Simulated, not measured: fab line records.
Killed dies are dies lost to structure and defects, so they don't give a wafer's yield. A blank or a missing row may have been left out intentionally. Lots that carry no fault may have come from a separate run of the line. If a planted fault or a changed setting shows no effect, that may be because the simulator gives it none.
Which tool was responsible? | flow sky130 | 32 wafers from 11 lots sampled at 5 of the route's 708 steps

WHAT EACH GAUGE READ, for each wafer
The record holds no reading of a measuring or inspecting step that can be judged against a usual standard deviation.

EACH LOT AND THE TOOL THAT RAN IT (in order: tool; ch and the chambers of the sampled wafers; start)
lot  | SKY_LI_CONTACT_ETCH_15             | SKY_METAL1_SPUTTER_04        | SKY_METAL1_COAT_10                | SKY_METAL1_STRIP_20                  | SKY_VIA1_CMP_02
L204 | rie-diel-02 ch 2,3, day 29 05:47   | pvd-sputter-04, day 31 18:25 | litho-track-04 ch 0, day 32 07:00 | plasma-asher-02 ch 0, day 32 21:41   | cmp-02 ch 0,3, day 32 22:30
L206 | rie-diel-04 ch 1,2,3, day 29 19:11 | pvd-sputter-02, day 32 05:34 | litho-track-03 ch 0, day 32 19:00 | plasma-asher-02 ch 0,1, day 33 08:50 | cmp-01 ch 1,2,3, day 33 09:36
L207 | rie-diel-02 ch 0,1, day 30 05:46   | pvd-sputter-01, day 32 15:46 | litho-track-03 ch 0, day 33 04:00 | plasma-asher-04 ch 0,1, day 33 18:56 | cmp-02 ch 1,2, day 33 19:45
L208 | rie-diel-04 ch 1,2,3, day 30 10:23 | pvd-sputter-02, day 32 21:22 | litho-track-04 ch 0, day 33 10:00 | plasma-asher-01 ch 0,1, day 34 00:26 | cmp-02 ch 0,1,3, day 34 01:12
L210 | rie-diel-02 ch 1,2,3, day 32 05:41 | pvd-sputter-02, day 34 16:05 | litho-track-01 ch 0, day 35 04:00 | plasma-asher-01 ch 0,1, day 35 18:59 | cmp-02 ch 0,2,3, day 35 19:47
L213 | rie-diel-04 ch 1,2,3, day 32 07:59 | pvd-sputter-01, day 34 17:47 | litho-track-01 ch 0, day 35 06:00 | plasma-asher-04 ch 0,1, day 35 20:55 | cmp-02 ch 1,2, day 35 21:39
L215 | rie-diel-03 ch 0,1,3, day 33 00:16 | pvd-sputter-02, day 35 09:40 | litho-track-03 ch 0, day 35 22:00 | plasma-asher-04 ch 0,1, day 36 12:14 | cmp-01 ch 1,2, day 36 13:03
L216 | rie-diel-03 ch 0,1, day 33 04:28   | pvd-sputter-01, day 35 13:26 | litho-track-03 ch 0, day 36 02:00 | plasma-asher-04 ch 0,1, day 36 16:14 | cmp-01 ch 0,3, day 36 17:02
L218 | rie-diel-03 ch 0,1,3, day 33 16:04 | pvd-sputter-04, day 36 00:46 | litho-track-04 ch 0, day 36 14:00 | plasma-asher-02 ch 0,1, day 37 03:22 | cmp-01 ch 0,1,2, day 37 04:15
L219 | rie-diel-02 ch 2,3, day 34 07:05   | pvd-sputter-02, day 36 15:38 | litho-track-04 ch 0, day 37 04:00 | plasma-asher-04 ch 0,1, day 37 18:17 | cmp-02 ch 0,3, day 37 19:11
L222 | rie-diel-02 ch 0,1,2, day 34 22:29 | pvd-sputter-02, day 37 06:25 | litho-track-04 ch 0, day 37 18:00 | plasma-asher-04 ch 0,1, day 38 07:56 | cmp-01 ch 0,2, day 38 08:45
- SKY_LI_CONTACT_ETCH_15: etches PSG in C4F8/O2/Ar, stops on Si, target depth 600 nm.
- SKY_METAL1_SPUTTER_04: material TiN, target thk 70 nm, time 58.3 s.
- SKY_METAL1_COAT_10: resist thk 450 nm.
- SKY_METAL1_STRIP_20: strips in O2/N2.
- SKY_VIA1_CMP_02: polishes SiO2.

AS READ BY THE TOOLS THEMSELVES (means over the sampled wafers that have a number; for cases with no such wafer, the mark the record gives instead)
SKY_LI_CONTACT_ETCH_15. Usual: oes-product-au at 0.840 a.u., with a standard deviation of 0.0049.
lot  | tool        | oes-product-au (a.u.) | flag
L204 | rie-diel-02 | 0.843                 |
L206 | rie-diel-04 | 0.842                 |
L207 | rie-diel-02 | 0.842                 |
L208 | rie-diel-04 | 0.841                 |
L210 | rie-diel-02 | 0.844                 |
L213 | rie-diel-04 | 0.837                 |
L215 | rie-diel-03 | 0.838                 |
L216 | rie-diel-03 | 0.841                 |
L218 | rie-diel-03 | 0.846                 |
L219 | rie-diel-02 | 0.847                 |
L222 | rie-diel-02 | 0.837                 |

SKY_METAL1_SPUTTER_04. Usual: chamber-pressure-pa 0.3999 Pa, standard deviation 0.00078; throttle-valve-pct 30.0 %, standard deviation 0.97.
lot  | tool           | chamber-pressure-pa (Pa) | throttle-valve-pct (%) | flag
L204 | pvd-sputter-04 | 0.3994                   | 30.8                   |
L206 | pvd-sputter-02 | 0.3992                   | 29.5                   |
L207 | pvd-sputter-01 | 0.4000                   | 31.1                   |
L208 | pvd-sputter-02 | 0.3999                   | 29.7                   |
L210 | pvd-sputter-02 | 0.3999                   | 29.5                   |
L213 | pvd-sputter-01 | 0.4011                   | 29.8                   |
L215 | pvd-sputter-02 | 0.3994                   | 29.5                   |
L216 | pvd-sputter-01 | 0.4000                   | 30.6                   |
L218 | pvd-sputter-04 | 0.3991                   | 30.2                   |
L219 | pvd-sputter-02 | 0.3997                   | 29.3                   |
L222 | pvd-sputter-02 | 0.3999                   | 29.4                   |

SKY_METAL1_COAT_10. Usual: spin-speed-rpm at 3000.1 rpm, with a standard deviation of 1.9.
lot  | tool           | spin-speed-rpm (rpm) | flag
L204 | litho-track-04 | 3001.9               |
L206 | litho-track-03 | 2998.4               |
L207 | litho-track-03 | 3001.9               |
L208 | litho-track-04 | 3001.2               |
L210 | litho-track-01 | 3000.9               |
L213 | litho-track-01 | 2996.6               |
L215 | litho-track-03 | 2998.5               |
L216 | litho-track-03 | 3002.0               |
L218 | litho-track-04 | 3001.0               |
L219 | litho-track-04 | 3343.2               | OFF
L222 | litho-track-04 | 3344.3               | OFF

SKY_METAL1_STRIP_20. Usual: drypump-motor-current-A 5.4 A, standard deviation 0.36; oes-product-au 0.343 a.u., standard deviation 0.0051; strip-time-to-endpoint-s 2.69 s, standard deviation 0.041.
lot  | tool            | drypump-motor-current-A (A) | oes-product-au (a.u.) | strip-time-to-endpoint-s (s) | flag
L204 | plasma-asher-02 | 5.9                         | 0.344                 | 2.72                         |
L206 | plasma-asher-02 | 5.1                         | 0.338                 | 2.66                         |
L207 | plasma-asher-04 | 5.3                         | 0.344                 | 2.66                         |
L208 | plasma-asher-01 | 5.5                         | 0.341                 | 2.69                         |
L210 | plasma-asher-01 | 5.5                         | 0.343                 | 2.72                         |
L213 | plasma-asher-04 | 5.4                         | 0.344                 | 2.68                         |
L215 | plasma-asher-04 | 5.2                         | 0.334                 | 2.61                         |
L216 | plasma-asher-04 | 5.2                         | 0.338                 | 2.66                         |
L218 | plasma-asher-02 | 5.1                         | 0.343                 | 2.67                         |
L219 | plasma-asher-04 | 5.3                         | 0.339                 | 2.49                         | OFF
L222 | plasma-asher-04 | 5.4                         | 0.330                 | 2.41                         | OFF

SKY_VIA1_CMP_02. Usual: motor-current-A at 11.6 A, with a standard deviation of 0.95.
lot  | tool   | motor-current-A (A) | flag
L204 | cmp-02 | 12.2                |
L206 | cmp-01 | 11.8                |
L207 | cmp-02 | 10.8                |
L208 | cmp-02 | 11.5                |
L210 | cmp-02 | 11.6                |
L213 | cmp-02 | 10.5                |
L215 | cmp-01 | 11.9                |
L216 | cmp-01 | 12.1                |
L218 | cmp-01 | 11.6                |
L219 | cmp-02 | 11.6                |
L222 | cmp-01 | 12.7                |

THE ANSWER, worked out from the rows above alone
Rule: a lot is off if the mean of its wafers that have a number lies more than 3 standard deviations from the usual mean. Also off: a lot with no number at a reading for which 4 or more lots have one. All remaining lots with rows at the step are treated as sound. Order of review: gauges by route order, followed by the tools' own readings, for which a lot's mean as printed above is used. At the first step where some lot is off, the reading lying furthest off is the one used; lots without a number count as furthest.
Off: L219, L222, at SKY_METAL1_COAT_10 (spin-speed-rpm).
If a tool, at that step or one of the process steps before it, ran each lot that is off and ran no sound lot following the first of them, it fits. Can't be told from this: 3 tools fit, rie-diel-02 at SKY_LI_CONTACT_ETCH_15, pvd-sputter-02 at SKY_METAL1_SPUTTER_04, litho-track-04 at SKY_METAL1_COAT_10.

WHAT THE SIMULATOR HAD PUT IN
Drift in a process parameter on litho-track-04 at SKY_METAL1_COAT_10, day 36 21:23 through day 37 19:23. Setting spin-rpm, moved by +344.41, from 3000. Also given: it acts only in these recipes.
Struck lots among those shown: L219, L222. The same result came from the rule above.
